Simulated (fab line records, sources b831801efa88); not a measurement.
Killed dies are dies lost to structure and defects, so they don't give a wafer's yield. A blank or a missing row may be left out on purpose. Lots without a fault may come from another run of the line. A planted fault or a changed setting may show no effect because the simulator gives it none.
Chamber matching | flow sfq_line | SFQ_TRILAYER_I0_VIA_ETCH_VIA_ETCH_034 on rie_diel-01: 4 sister chambers
The step etches SiO2 in CHF3, stops on Nb, target depth 260 nm. 4 wafers are shown with their chamber, then 6 later ones without.

WAFERS WITH THEIR CHAMBER
wafer  | chamber | drypump_motor_current_A (A)
L822.3 | 3       | 6.2
L822.6 | 2       | 5.3
L824.2 | 0       | 5.4
L824.3 | 1       | 5.4

WAFERS WITHOUT THEIR CHAMBER
wafer  | drypump_motor_current_A (A)
L824.6 | 5.4
L830.4 | 5.4
L830.5 | 5.3
L830.6 | 6.3
L834.3 | 6.2
L834.4 | 5.3

WHICH CHAMBER EACH WENT THROUGH
wafer  | from the rows above     | in truth
L824.6 | can't be placed: 0 or 1 | 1
L830.4 | can't be placed: 0 or 1 | 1
L830.5 | 2                       | 2
L830.6 | 3                       | 3
L834.3 | 3                       | 3
L834.4 | 2                       | 2
Placed correctly: 4 of 6. Can't be placed from these rows: 2 (the true chamber is among the candidates in 2). Placed wrongly: 0.
How it was worked out, from the rows above alone: a wafer's distance from a chamber is the root of the sum, over the readings, of the square of ((its reading less the chamber's mean) divided by the reading's scatter). The wafer belongs to the nearest chamber; if the next one is less than 2 further off, it can't be placed. A chamber's mean is the mean of its shown wafers. The scatter: with one shown wafer a chamber, the root of the mean of the squares of how far each hidden wafer lies from its nearest shown one.
